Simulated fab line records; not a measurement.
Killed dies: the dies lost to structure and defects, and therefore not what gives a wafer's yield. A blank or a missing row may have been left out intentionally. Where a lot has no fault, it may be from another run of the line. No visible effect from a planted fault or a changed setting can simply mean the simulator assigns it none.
fab line records | flow sky130 | part 1 of 2: steps 1 to 26 of 36
[record] lots = 5 | wafers = 15 | lastDay = 50
route steps=708 shown CAP2M@617 METAL4@621 VIA4@639
lots with no fault: from the same line, run without faults
startH: hours from the record's first day to the start of the lot's first wafer shown | waitH: hours from the lot's prior step to this one | " the same as in the row above | L1.1+2: a single row standing in for several wafers | - either no value or no given start | * or withheld: withheld | < > ~ a bound
route shown NAME@n: names a module that has steps shown in the file, with the first one's number in the route | usual: average and standard deviation across the fault-free wafers | same: alike in all rows | chamber/n: place in a boat | sites: the reading at each site | _std_site: the values' standard deviation | _edge_site: inner sites' mean taken away from outer sites' mean | radiusMm: for every site, how far away it sits from the centre of the wafer | mask NAME#n: copy n | behind: the last tool/chamber to shape the wafer | hold: why the lot was held/for how many hours/how that ended | device: the transistor (n, p or np) that didn't switch | end of line: the route-end tests of the same wafers | a step without rows: its recipe alone | killed: the dies lost at the first sort to structure and to defects; this is not the yield of the wafer | map: a wafer's dies, x killed, . not, _ none there
set.NAME: the run value of the setting; set.NAME@STEP: its run value at that earlier step | model.NAME: the simulator's own value behind a step, which no gauge read
lots at some steps of the route; a table a step, a row a wafer
services: from which hour (startH, from the record's first day; less than 0 if before it) a tool's chamber was out of use, for how many hours, and why
[[steps]]
[step SKY_CAP2M_STRIP_14]
[recipe] chemistry = O2/N2 | powerW = 1400 | pressureMtorr = 1500 | platenTempC = withheld | o2FlowSccm = 3000 | n2FlowSccm = 300 | overashFraction = 0.5
[usual] drypumpMotorCurrentA = 5.8/0.45 | oesProductAu = 0.710/0.0048 | stripTimeToEndpointS = 12.64/0.05
lot.wafer | tool           | chamber | startH  | waitH | drypumpMotorCurrentA | oesProductAu | rfHoursCounterH | stripTimeToEndpointS
L074.1    | plasmaAsher-02 | 0       | 944.86  | 0.1   | 5.2                  | 0.715        | 50              | 12.60
L074.2    | "              | 1       | "       | "     | 5.1                  | 0.710        | 50              | 12.68
L074.4    | "              | 0       | "       | "     | 5.2                  | 0.715        | -               | 12.58
L076.3    | plasmaAsher-02 | 1       | 994.94  | 0.1   | 5.1                  | 0.706        | -               | 12.66
L076.4    | "              | 0       | "       | "     | 5.2                  | 0.706        | -               | 12.67
L076.5    | "              | 1       | "       | "     | 5.1                  | 0.717        | -               | 12.64
L086.3    | plasmaAsher-04 | 0       | 1029.02 | 0.1   | 6.0                  | 0.712        | -               | 12.64
L086.5    | "              | 1       | "       | "     | 6.0                  | 0.717        | -               | 12.67
L086.6    | "              | 0       | "       | "     | 6.0                  | 0.703        | -               | 12.63
L096.1    | plasmaAsher-04 | 1       | 1096.64 | 0.1   | 6.0                  | 0.709        | 34              | 12.72
L096.2    | "              | 0       | "       | "     | 6.0                  | 0.715        | 34              | 12.67
L096.4    | "              | 1       | "       | "     | 6.0                  | 0.709        | -               | 12.64
L097.3    | plasmaAsher-03 | 1       | 1098.95 | 0.1   | 5.8                  | 0.704        | -               | 12.57
L097.4    | "              | 0       | "       | "     | 6.5                  | 0.710        | -               | 12.68
L097.6    | "              | 0       | "       | "     | 6.5                  | 0.706        | -               | 12.69
[step SKY_CAP2M_STRIP_15]
[recipe] chemistry = postEtchResidueRemover | timeS = 1200 | tempC = 72.5
lot.wafer  | tool        | chamber | startH  | waitH
L074.1+2+4 | wetBench-02 | 3       | 944.96  | 0.1
L076.3+4+5 | wetBench-01 | 3       | 995.01  | 0.0
L086.3+5+6 | wetBench-02 | 2       | 1029.09 | 0.0
L096.1+2+4 | wetBench-02 | 0       | 1096.74 | 0.1
L097.3+4+6 | wetBench-04 | 3       | 1099.02 | 0.0
[step SKY_CAP2M_CLEAN_16]
[recipe] chemistry = IPA | timeS = 180 | tempC = 25
lot.wafer  | tool        | chamber | startH  | waitH
L074.1+2+4 | wetBench-04 | 1       | 945.30  | 0.0
L076.3+4+5 | wetBench-04 | 3       | 995.35  | 0.0
L086.3+5+6 | wetBench-02 | 3       | 1029.43 | 0.0
L096.1+2+4 | wetBench-01 | 3       | 1097.08 | 0.0
L097.3+4+6 | wetBench-04 | 1       | 1099.70 | 0.0
[step SKY_CAP2M_CLEAN_17]
[recipe] chemistry = O3/DIW | dry = n2Spin
lot.wafer  | tool        | chamber | startH  | waitH
L074.1+2+4 | wetBench-02 | 0       | 945.36  | 0.0
L076.3+4+5 | wetBench-02 | 3       | 995.47  | 0.0
L086.3+5+6 | wetBench-02 | 2       | 1029.49 | 0.0
L096.1+2+4 | wetBench-02 | 2       | 1097.14 | 0.0
L097.3+4+6 | wetBench-04 | 2       | 1099.82 | 0.0
[step SKY_METAL4_DEHYDRATE_05]
[recipe] tempC = 200 | timeS = 60
[usual] exhaustPa = 44.9/0.86
lot.wafer | tool          | chamber | startH  | waitH | exhaustPa
L074.1    | lithoTrack-03 | 0       | 957.15  | 11.7  | 44.8
L074.2    | "             | 0       | "       | "     | 45.0
L074.4    | "             | 0       | "       | "     | 44.2
L076.3    | lithoTrack-03 | 0       | 1005.85 | 10.3  | 45.8
L076.4    | "             | 0       | "       | "     | 43.9
L076.5    | "             | 0       | "       | "     | 45.1
L086.3    | lithoTrack-03 | 0       | 1040.20 | 10.6  | 46.7
L086.5    | "             | 0       | "       | "     | 45.2
L086.6    | "             | 0       | "       | "     | 44.9
L096.1    | lithoTrack-03 | 0       | 1105.80 | 8.6   | 44.2
L096.2    | "             | 0       | "       | "     | 43.9
L096.4    | "             | 0       | "       | "     | 44.1
L097.3    | lithoTrack-04 | 0       | 1109.24 | 9.2   | 46.3
L097.4    | "             | 0       | "       | "     | 46.2
L097.6    | "             | 0       | "       | "     | 44.2
[step SKY_METAL4_HMDS_06]
[recipe] primeTimeS = 60 | primeTempC = 120
[usual] exhaustPa = 44.7/1
lot.wafer | tool          | chamber | startH  | waitH | exhaustPa
L074.1    | lithoTrack-03 | 0       | 957.30  | 0.1   | 45.6
L074.2    | "             | 0       | "       | "     | 46.0
L074.4    | "             | 0       | "       | "     | 44.9
L076.3    | lithoTrack-03 | 0       | 1006.00 | 0.1   | 44.3
L076.4    | "             | 0       | "       | "     | 45.8
L076.5    | "             | 0       | "       | "     | 46.6
L086.3    | lithoTrack-03 | 0       | 1040.35 | 0.1   | 45.8
L086.5    | "             | 0       | "       | "     | 46.3
L086.6    | "             | 0       | "       | "     | 47.0
L096.1    | lithoTrack-03 | 0       | 1105.95 | 0.1   | 44.3
L096.2    | "             | 0       | "       | "     | 43.7
L096.4    | "             | 0       | "       | "     | 43.4
L097.3    | lithoTrack-04 | 0       | 1109.39 | 0.1   | 43.9
L097.4    | "             | 0       | "       | "     | 45.5
L097.6    | "             | 0       | "       | "     | 44.1
[step SKY_METAL4_COAT_07]
[recipe] resist = BARC | tempC = withheld | timeS = withheld | spinRpm = 2943 | resistThkNm = 60
[usual] exhaustPa = 45.1/0.89
lot.wafer | tool          | chamber | startH  | waitH | exhaustPa
L074.1    | lithoTrack-03 | 0       | 957.45  | 0.1   | 46.0
L074.2    | "             | 0       | "       | "     | 45.0
L074.4    | "             | 0       | "       | "     | 45.8
L076.3    | lithoTrack-03 | 0       | 1006.15 | 0.1   | 44.3
L076.4    | "             | 0       | "       | "     | 45.3
L076.5    | "             | 0       | "       | "     | 44.5
L086.3    | lithoTrack-03 | 0       | 1040.50 | 0.1   | 46.4
L086.5    | "             | 0       | "       | "     | 45.5
L086.6    | "             | 0       | "       | "     | 46.2
L096.1    | lithoTrack-03 | 0       | 1106.10 | 0.1   | 44.8
L096.2    | "             | 0       | "       | "     | 44.3
L096.4    | "             | 0       | "       | "     | 46.4
L097.3    | lithoTrack-04 | 0       | 1109.54 | 0.1   | 43.3
L097.4    | "             | 0       | "       | "     | 45.2
L097.6    | "             | 0       | "       | "     | 46.1
[step SKY_METAL4_COAT_08]
[recipe] resist = KrF-thick | spinRpm = 3000 | resistThkNm = 1140
[usual] exhaustPa = 45.2/0.83
lot.wafer | tool          | chamber | startH | waitH | exhaustPa
L074.1    | lithoTrack-03 | 0       | -      | -     | 45.1
L074.2    | "             | 0       | "      | "     | 46.0
L074.4    | "             | 0       | "      | "     | 46.5
L076.3    | lithoTrack-03 | 0       | -      | -     | 44.4
L076.4    | "             | 0       | "      | "     | 42.7
L076.5    | "             | 0       | "      | "     | 44.0
L086.3    | lithoTrack-03 | 0       | -      | -     | 45.0
L086.5    | "             | 0       | "      | "     | 46.7
L086.6    | "             | 0       | "      | "     | 45.5
L096.1    | lithoTrack-03 | 0       | -      | -     | 44.6
L096.2    | "             | 0       | "      | "     | 44.2
L096.4    | "             | 0       | "      | "     | 44.4
L097.3    | lithoTrack-04 | 0       | -      | -     | 44.9
L097.4    | "             | 0       | "      | "     | 45.1
L097.6    | "             | 0       | "      | "     | 44.4
[step SKY_METAL4_SOFTBAKE_09]
[recipe] tempC = 100 | timeS = 90 | resist = KrF-thick
[usual] exhaustPa = 44.9/0.91
lot.wafer | tool          | chamber | startH | waitH | exhaustPa
L074.1    | lithoTrack-03 | 0       | -      | -     | 44.4
L074.2    | "             | 0       | "      | "     | 45.3
L074.4    | "             | 0       | "      | "     | 44.5
L076.3    | lithoTrack-03 | 0       | -      | -     | 44.5
L076.4    | "             | 0       | "      | "     | 43.7
L076.5    | "             | 0       | "      | "     | 45.5
L086.3    | lithoTrack-03 | 0       | -      | -     | 43.4
L086.5    | "             | 0       | "      | "     | 42.7
L086.6    | "             | 0       | "      | "     | 43.9
L096.1    | lithoTrack-03 | 0       | -      | -     | 45.3
L096.2    | "             | 0       | "      | "     | 45.8
L096.4    | "             | 0       | "      | "     | 45.3
L097.3    | lithoTrack-04 | 0       | -      | -     | 45.4
L097.4    | "             | 0       | "      | "     | 45.6
L097.6    | "             | 0       | "      | "     | 45.1
[step SKY_METAL4_EXPOSE_10]
[recipe] maskId = MM4 | na = 0.68 | sourceShape = annular | sigmaInner = 0.4 | sigmaOuter = 0.8 | targetCdNm = 300 | doseMj = 28
[usual] stageVelMmS = 499.98/0.28
[same] sigmaOuter = 0.8
lot.wafer | tool          | chamber | startH | waitH | mask  | stageVelMmS
L074.1    | krfScanner-02 | 0       | -      | -     | MM4#0 | 500.04
L074.2    | "             | 0       | "      | "     | MM4#0 | 499.90
L074.4    | "             | 0       | "      | "     | MM4#0 | 499.66
L076.3    | krfScanner-02 | 0       | -      | -     | MM4#0 | 499.90
L076.4    | "             | 0       | "      | "     | MM4#0 | 500.09
L076.5    | "             | 0       | "      | "     | MM4#0 | 499.91
L086.3    | krfScanner-01 | 0       | -      | -     | MM4#0 | 500.02
L086.5    | "             | 0       | "      | "     | MM4#0 | 500.28
L086.6    | "             | 0       | "      | "     | MM4#0 | 499.88
L096.1    | krfScanner-02 | 0       | -      | -     | MM4#0 | 500.37
L096.2    | "             | 0       | "      | "     | MM4#0 | 500.10
L096.4    | "             | 0       | "      | "     | MM4#0 | 500.15
L097.3    | krfScanner-02 | 0       | -      | -     | MM4#0 | 499.64
L097.4    | "             | 0       | "      | "     | MM4#0 | 500.00
L097.6    | "             | 0       | "      | "     | MM4#0 | 499.90
[step SKY_METAL4_PEB_11]
[recipe] pebTempC = withheld | pebTimeS = withheld | resist = KrF-thick
[usual] exhaustPa = 45.2/0.81
lot.wafer | tool          | chamber | startH | waitH | exhaustPa
L074.1    | lithoTrack-03 | 0       | -      | -     | 44.7
L074.2    | "             | 0       | "      | "     | 44.1
L074.4    | "             | 0       | "      | "     | 45.3
L076.3    | lithoTrack-03 | 0       | -      | -     | 45.8
L076.4    | "             | 0       | "      | "     | 45.4
L076.5    | "             | 0       | "      | "     | 43.9
L086.3    | lithoTrack-03 | 0       | -      | -     | 44.4
L086.5    | "             | 0       | "      | "     | 45.8
L086.6    | "             | 0       | "      | "     | 46.1
L096.1    | lithoTrack-02 | 0       | -      | -     | 46.7
L096.2    | "             | 0       | "      | "     | 45.4
L096.4    | "             | 0       | "      | "     | 44.8
L097.3    | lithoTrack-03 | 0       | -      | -     | 44.4
L097.4    | "             | 0       | "      | "     | 44.7
L097.6    | "             | 0       | "      | "     | 45.2
[step SKY_METAL4_DEVELOP_12]
[recipe] developTimeS = 60 | resist = KrF-thick | devTempC = 21
[usual] exhaustPa = 45.0/0.97
lot.wafer | tool          | chamber | startH | waitH | exhaustPa
L074.1    | lithoTrack-03 | 0       | -      | -     | 45.2
L074.2    | "             | 0       | "      | "     | 43.7
L074.4    | "             | 0       | "      | "     | 45.5
L076.3    | lithoTrack-03 | 0       | -      | -     | 44.3
L076.4    | "             | 0       | "      | "     | 45.5
L076.5    | "             | 0       | "      | "     | 44.2
L086.3    | lithoTrack-03 | 0       | -      | -     | 45.6
L086.5    | "             | 0       | "      | "     | 45.7
L086.6    | "             | 0       | "      | "     | 46.1
L096.1    | lithoTrack-02 | 0       | -      | -     | 46.3
L096.2    | "             | 0       | "      | "     | 45.1
L096.4    | "             | 0       | "      | "     | 45.5
L097.3    | lithoTrack-03 | 0       | -      | -     | 44.4
L097.4    | "             | 0       | "      | "     | 46.1
L097.6    | "             | 0       | "      | "     | 45.5
[step SKY_METAL4_CD_MEAS_13]
[recipe] targetCdNm = 300
[usual] cdNm = 300.1/1.4
lot.wafer | tool     | chamber | startH  | waitH | cdNm
L074.1    | cdSem-01 | -       | 970.55  | -     | 302.7
L074.2    | "        | -       | "       | "     | 302.5
L074.4    | "        | -       | "       | "     | 301.1
L076.3    | cdSem-02 | -       | 1018.44 | -     | 300.1
L076.4    | "        | -       | "       | "     | 298.5
L076.5    | "        | -       | "       | "     | 298.5
L086.3    | cdSem-02 | -       | 1052.49 | -     | 300.0
L086.5    | "        | -       | "       | "     | 299.7
L086.6    | "        | -       | "       | "     | 300.7
L096.1    | cdSem-02 | -       | 1117.85 | -     | 301.1
L096.2    | "        | -       | "       | "     | 301.9
L096.4    | "        | -       | "       | "     | 301.8
L097.3    | cdSem-02 | -       | 1120.49 | -     | 299.2
L097.4    | "        | -       | "       | "     | 299.5
L097.6    | "        | -       | "       | "     | 298.7
[step SKY_METAL4_OVL_MEAS_14]
[usual] METAL4_OVL = 4/6.3
lot.wafer | tool       | chamber | startH  | waitH | METAL4_OVL[nm]
L074.1    | overlay-01 | -       | 970.67  | 0.1   | 7
L074.2    | "          | -       | "       | "     | 6
L074.4    | "          | -       | "       | "     | 5
L076.3    | overlay-01 | -       | 1018.53 | 0.1   | 0
L076.4    | "          | -       | "       | "     | 9
L076.5    | "          | -       | "       | "     | 3
L086.3    | overlay-02 | -       | 1052.58 | 0.1   | 3
L086.5    | "          | -       | "       | "     | -3
L086.6    | "          | -       | "       | "     | -2
L096.1    | overlay-02 | -       | 1117.97 | 0.1   | 5
L096.2    | "          | -       | "       | "     | 15
L096.4    | "          | -       | "       | "     | 19
L097.3    | overlay-01 | -       | 1120.58 | 0.1   | 5
L097.4    | "          | -       | "       | "     | 4
L097.6    | "          | -       | "       | "     | 3
[step SKY_METAL4_DESCUM_15]
[recipe] chemistry = O2 | sourcePowerW = 150 | biasPowerW = 0 | pressureMtorr = 10 | tempC = 40 | timeS = 8
[usual] drypumpMotorCurrentA = 5.43/0.24 | oesProductAu = 0.999/0.011
lot.wafer | tool        | chamber | startH  | waitH | drypumpMotorCurrentA | oesProductAu | rfHoursCounterH
L074.1    | rieMetal-03 | 1       | 970.70  | 0.0   | 5.33                 | 0.998        | 5
L074.2    | "           | 0       | "       | "     | 5.46                 | 1.017        | 10
L074.4    | "           | 1       | "       | "     | 5.35                 | 0.994        | -
L076.3    | rieMetal-03 | 0       | 1018.56 | 0.0   | 5.46                 | 1.005        | -
L076.4    | "           | 1       | "       | "     | 5.32                 | 0.998        | -
L076.5    | "           | 0       | "       | "     | 5.46                 | 1.000        | -
L086.3    | rieMetal-03 | 0       | 1052.61 | 0.0   | 5.46                 | 0.999        | -
L086.5    | "           | 1       | "       | "     | 5.33                 | 0.987        | -
L086.6    | "           | 0       | "       | "     | 5.47                 | 0.998        | -
L096.1    | rieMetal-01 | 1       | 1118.00 | 0.0   | 5.81                 | 1.016        | 20
L096.2    | "           | 0       | "       | "     | 5.02                 | 0.987        | 22
L096.4    | "           | 0       | "       | "     | 4.99                 | 0.997        | -
L097.3    | rieMetal-03 | 0       | 1120.61 | 0.0   | 5.48                 | 1.014        | -
L097.4    | "           | 1       | "       | "     | 5.32                 | 0.995        | -
L097.6    | "           | 1       | "       | "     | 5.33                 | 0.998        | -
[step SKY_METAL4_ETCH_16]
[recipe] chemistry = N2/H2 | target = BARC | ionEnergyEv = 200 | biasW = 100 | pressureMtorr = 30 | n2FlowSccm = 100 | h2FlowSccm = 200 | icpW = 500 | stopOn = SiO2 | timeS = 88.2 | targetDepthA = 600
[usual] drypumpMotorCurrentA = 5.44/0.24 | oesProductAu = 0.628/0.0048 | throttleValvePct = 13.203/0.0087
lot.wafer | tool        | chamber | startH  | waitH | drypumpMotorCurrentA | oesProductAu | rfHoursCounterH | throttleValvePct
L074.1    | rieMetal-03 | 1       | 970.73  | 0.0   | 5.37                 | 0.627        | 5               | 13.202
L074.2    | "           | 0       | "       | "     | 5.49                 | 0.629        | 10              | 13.217
L074.4    | "           | 1       | "       | "     | 5.38                 | 0.629        | -               | 13.214
L076.3    | rieMetal-03 | 0       | 1018.62 | 0.0   | 5.46                 | 0.629        | -               | 13.219
L076.4    | "           | 1       | "       | "     | 5.36                 | 0.627        | -               | 13.206
L076.5    | "           | 0       | "       | "     | 5.49                 | 0.626        | -               | 13.202
L086.3    | rieMetal-03 | 0       | 1052.67 | 0.0   | 5.49                 | 0.628        | -               | 13.191
L086.5    | "           | 1       | "       | "     | 5.37                 | 0.622        | -               | 13.201
L086.6    | "           | 0       | "       | "     | 5.48                 | 0.623        | -               | 13.202
L096.1    | rieMetal-01 | 1       | 1118.04 | 0.0   | 5.84                 | 0.626        | 20              | 13.209
L096.2    | "           | 0       | "       | "     | 5.03                 | 0.624        | 22              | 13.201
L096.4    | "           | 0       | "       | "     | 5.02                 | 0.632        | -               | 13.198
L097.3    | rieMetal-03 | 0       | 1120.67 | 0.0   | 5.48                 | 0.630        | -               | 13.199
L097.4    | "           | 1       | "       | "     | 5.33                 | 0.627        | -               | 13.187
L097.6    | "           | 1       | "       | "     | 5.35                 | 0.624        | -               | 13.200
[step SKY_METAL4_ETCH_17]
[recipe] target = SiO2 | stopOn = TiN | chemistry = C4F8/O2/Ar | sourceW = 1500 | biasW = 1200 | pressureMtorr = 40 | c4f8FlowSccm = withheld | O2_flow_sccm = 6 | Ar_flow_sccm = 300 | timeS = 3.9 | targetDepthA = 150
[usual] oesProductAu = 0.752/0.0073
lot.wafer | tool       | chamber | startH  | waitH | oesProductAu | rfHoursCounterH
L074.1    | rieDiel-02 | 3       | 970.83  | 0.1   | 0.752        | 15
L074.2    | "          | 0       | "       | "     | 0.752        | 18
L074.4    | "          | 1       | "       | "     | 0.764        | 14
L076.3    | rieDiel-02 | 2       | 1018.68 | 0.0   | 0.745        | 26
L076.4    | "          | 1       | "       | "     | 0.762        | 16
L076.5    | "          | 3       | "       | "     | 0.765        | -
L086.3    | rieDiel-02 | 0       | 1052.73 | 0.0   | 0.750        | 20
L086.5    | "          | 1       | "       | "     | 0.743        | -
L086.6    | "          | 2       | "       | "     | 0.744        | -
L096.1    | rieDiel-03 | 2       | 1118.13 | 0.1   | 0.756        | 17
L096.2    | "          | 3       | "       | "     | 0.744        | 11
L096.4    | "          | 1       | "       | "     | 0.751        | 14
L097.3    | rieDiel-04 | 3       | 1120.73 | 0.0   | 0.750        | 19
L097.4    | "          | 0       | "       | "     | 0.751        | 25
L097.6    | "          | 0       | "       | "     | 0.749        | -
[step SKY_METAL4_METAL_ETCH_18]
[recipe] targetDepthA = 8450 | stopOn = SiO2 | overEtchFrac = 0.3 | timeS = 183.1 | chemistry = Cl2/BCl3 | resistSidewallDeg = 88 | pressureMtorr = 10 | icpW = 900 | biasW = 48.5 | Cl2_flow_sccm = 60 | bcl3FlowSccm = 30
[usual] drypumpMotorCurrentA = 5.45/0.27 | oesProductAu = 0.866/0.0071 | throttleValvePct = 22.265/0.0091
lot.wafer | tool        | chamber | startH  | waitH | drypumpMotorCurrentA | oesProductAu | rfHoursCounterH | throttleValvePct
L074.1    | rieMetal-02 | 1       | 970.85  | 0.0   | 5.44                 | 0.868        | 14              | 22.261
L074.2    | "           | 0       | "       | "     | 5.62                 | 0.879        | 13              | 22.248
L074.4    | "           | 0       | "       | "     | 5.64                 | 0.870        | -               | 22.259
L076.3    | rieMetal-01 | 0       | 1018.76 | 0.1   | 5.03                 | 0.874        | -               | 22.275
L076.4    | "           | 1       | "       | "     | 5.82                 | 0.867        | -               | 22.264
L076.5    | "           | 1       | "       | "     | 5.83                 | 0.860        | -               | 22.266
L086.3    | rieMetal-01 | 0       | 1052.81 | 0.1   | 5.02                 | 0.865        | -               | 22.255
L086.5    | "           | 1       | "       | "     | 5.80                 | 0.868        | -               | 22.279
L086.6    | "           | 0       | "       | "     | 5.01                 | 0.857        | -               | 22.262
L096.1    | rieMetal-02 | 0       | 1118.15 | 0.0   | 5.65                 | 0.860        | 21              | 22.260
L096.2    | "           | 1       | "       | "     | 5.52                 | 0.870        | 23              | 22.271
L096.4    | "           | 1       | "       | "     | 5.52                 | 0.868        | -               | 22.254
L097.3    | rieMetal-01 | 1       | 1120.81 | 0.1   | 5.82                 | 0.860        | -               | 22.253
L097.4    | "           | 0       | "       | "     | 5.00                 | 0.862        | -               | 22.266
L097.6    | "           | 0       | "       | "     | 5.03                 | 0.862        | -               | 22.254
[step SKY_METAL4_STRIP_19]
[recipe] chemistry = O2/N2 | powerW = 1400 | pressureMtorr = 1500 | platenTempC = withheld | o2FlowSccm = 3000 | n2FlowSccm = 300 | overashFraction = 0.5
[usual] drypumpMotorCurrentA = 5.7/0.37 | oesProductAu = 0.502/0.0069 | stripTimeToEndpointS = 6.56/0.11
lot.wafer | tool           | chamber | startH  | waitH | drypumpMotorCurrentA | oesProductAu | rfHoursCounterH | stripTimeToEndpointS
L074.1    | plasmaAsher-04 | 1       | 971.03  | 0.1   | 6.0                  | 0.507        | 21              | 6.64
L074.2    | "              | 0       | "       | "     | 6.0                  | 0.510        | 21              | 6.71
L074.4    | "              | 0       | "       | "     | 6.0                  | 0.509        | -               | 6.67
L076.3    | plasmaAsher-01 | 1       | 1018.91 | 0.1   | 5.3                  | 0.514        | -               | 6.58
L076.4    | "              | 0       | "       | "     | 5.9                  | 0.497        | -               | 6.31
L076.5    | "              | 1       | "       | "     | 5.2                  | 0.492        | -               | 6.33
L086.3    | plasmaAsher-04 | 0       | 1052.96 | 0.1   | 6.0                  | 0.510        | -               | 6.72
L086.5    | "              | 1       | "       | "     | 6.0                  | 0.490        | -               | 6.48
L086.6    | "              | 0       | "       | "     | 6.0                  | 0.512        | -               | 6.70
L096.1    | plasmaAsher-04 | 1       | 1118.33 | 0.1   | 6.0                  | 0.508        | 36              | 6.55
L096.2    | "              | 0       | "       | "     | 6.0                  | 0.511        | 36              | 6.70
L096.4    | "              | 0       | "       | "     | 6.0                  | 0.505        | -               | 6.64
L097.3    | plasmaAsher-01 | 0       | 1120.96 | 0.1   | 5.9                  | 0.491        | -               | 6.28
L097.4    | "              | 1       | "       | "     | 5.2                  | 0.500        | -               | 6.57
L097.6    | "              | 0       | "       | "     | 5.9                  | 0.504        | -               | 6.55
[step SKY_METAL4_STRIP_20]
[recipe] chemistry = postEtchResidueRemover | timeS = 1200 | tempC = 72.5
lot.wafer  | tool        | chamber | startH  | waitH
L074.1+2+4 | wetBench-02 | 0       | 971.13  | 0.1
L076.3+4+5 | wetBench-01 | 1       | 1018.98 | 0.0
L086.3+5+6 | wetBench-02 | 1       | 1053.03 | 0.0
L096.1+2+4 | wetBench-01 | 3       | 1118.43 | 0.1
L097.3+4+6 | wetBench-01 | 0       | 1121.03 | 0.0
[step SKY_METAL4_CLEAN_21]
[recipe] chemistry = IPA | timeS = 180 | tempC = 25
lot.wafer  | tool        | chamber | startH  | waitH
L074.1+2+4 | wetBench-03 | 1       | 971.48  | 0.0
L076.3+4+5 | wetBench-03 | 2       | 1019.32 | 0.0
L086.3+5+6 | wetBench-03 | 1       | 1053.40 | 0.0
L096.1+2+4 | wetBench-03 | 1       | 1118.77 | 0.0
L097.3+4+6 | wetBench-02 | 1       | 1121.37 | 0.0
[step SKY_METAL4_CLEAN_22]
[recipe] chemistry = O3/DIW | dry = n2Spin
lot.wafer  | tool        | chamber | startH  | waitH
L074.1+2+4 | wetBench-03 | 1       | 971.54  | 0.0
L076.3+4+5 | wetBench-02 | 1       | 1019.38 | 0.0
L086.3+5+6 | wetBench-02 | 1       | 1053.46 | 0.0
L096.1+2+4 | wetBench-01 | 2       | 1118.83 | 0.0
L097.3+4+6 | wetBench-01 | 3       | 1121.43 | 0.0
[step SKY_VIA4_HDPCVD_00]
[recipe] material = SiO2 | targetThkNm = 1750 | sigmaOpenFrac = 0.3 | timeS = 303.4 | tempC = 400 | sih4FlowSccm = 60 | pressureMtorr = 6
lot.wafer  | tool      | chamber | startH  | waitH
L074.1+2+4 | hdpcvd-02 | 1,0,0   | 971.63  | 0.0
L076.3+4+5 | hdpcvd-02 | 0,2,1   | 1019.47 | 0.0
L086.3+5+6 | hdpcvd-02 | 2,0,1   | 1053.56 | 0.0
L096.1+2+4 | hdpcvd-02 | 1,0,0   | 1118.92 | 0.0
L097.3+4+6 | hdpcvd-02 | 0,2,0   | 1121.52 | 0.0
[step SKY_VIA4_THK_MEAS_01]
[recipe] reads = SiO2_of_VIA4_HDPCVD_00
[usual] VIA4_HDPCVD_THK = 1826/19
lot.wafer | tool         | chamber | startH  | waitH | VIA4_HDPCVD_THK[nm]
L074.1    | filmMetro-04 | -       | 971.81  | 0.1   | 1805
L074.2    | "            | -       | "       | "     | 1847
L074.4    | "            | -       | "       | "     | 1839
L076.3    | filmMetro-01 | -       | 1019.67 | 0.1   | 1830
L076.4    | "            | -       | "       | "     | 1816
L076.5    | "            | -       | "       | "     | 1831
L086.3    | filmMetro-03 | -       | 1053.76 | 0.1   | 1813
L086.5    | "            | -       | "       | "     | 1823
L086.6    | "            | -       | "       | "     | 1812
L096.1    | filmMetro-03 | -       | 1119.10 | 0.1   | 1785
L096.2    | "            | -       | "       | "     | 1801
L096.4    | "            | -       | "       | "     | 1821
L097.3    | filmMetro-04 | -       | 1121.72 | 0.1   | 1829
L097.4    | "            | -       | "       | "     | 1825
L097.6    | "            | -       | "       | "     | 1838
[step SKY_VIA4_CMP_02]
[recipe] material = SiO2 | downForcePsi = 4 | platenRpm = 60 | padVelocityMS = 0.94248
[usual] motorCurrentA = 11.7/1.5
lot.wafer | tool   | chamber | startH  | waitH | motorCurrentA
L074.4    | cmp-01 | 0       | 971.87  | 0.0   | 9.7
L074.1    | "      | 2       | "       | "     | 13.5
L074.2    | "      | 3       | "       | "     | 10.8
L076.4    | cmp-01 | 1       | 1019.76 | 0.1   | 11.1
L076.3    | "      | 2       | "       | "     | 13.6
L076.5    | "      | 1       | "       | "     | 11.8
L086.3    | cmp-02 | 1       | 1054.16 | 0.4   | 13.1
L086.6    | "      | 0       | "       | "     | 10.6
L086.5    | "      | 1       | "       | "     | 12.6
L096.2    | cmp-02 | 3       | 1119.16 | 0.0   | 9.6
L096.1    | "      | 1       | "       | "     | 12.3
L096.4    | "      | 2       | "       | "     | 13.4
L097.3    | cmp-01 | 2       | 1121.81 | 0.1   | 13.7
L097.4    | "      | 3       | "       | "     | 10.9
L097.6    | "      | 2       | "       | "     | 14.0
[step SKY_VIA4_BOW_MEAS_03]
[recipe] mode = bow
[usual] VIA4_BOW = 80/8.7
lot.wafer | tool         | chamber | startH  | waitH | VIA4_BOW[um]
L074.1    | filmMetro-03 | -       | 972.17  | 0.1   | 83
L074.2    | "            | -       | "       | "     | 72
L074.4    | "            | -       | "       | "     | 72
L076.3    | filmMetro-03 | -       | 1020.05 | 0.2   | 73
L076.4    | "            | -       | "       | "     | 91
L076.5    | "            | -       | "       | "     | 77
L086.3    | filmMetro-04 | -       | 1054.45 | 0.2   | 81
L086.5    | "            | -       | "       | "     | 92
L086.6    | "            | -       | "       | "     | 82
L096.1    | filmMetro-01 | -       | 1119.46 | 0.1   | 90
L096.2    | "            | -       | "       | "     | 90
L096.4    | "            | -       | "       | "     | 86
L097.3    | filmMetro-04 | -       | 1122.10 | 0.2   | 72
L097.4    | "            | -       | "       | "     | 74
L097.6    | "            | -       | "       | "     | 75
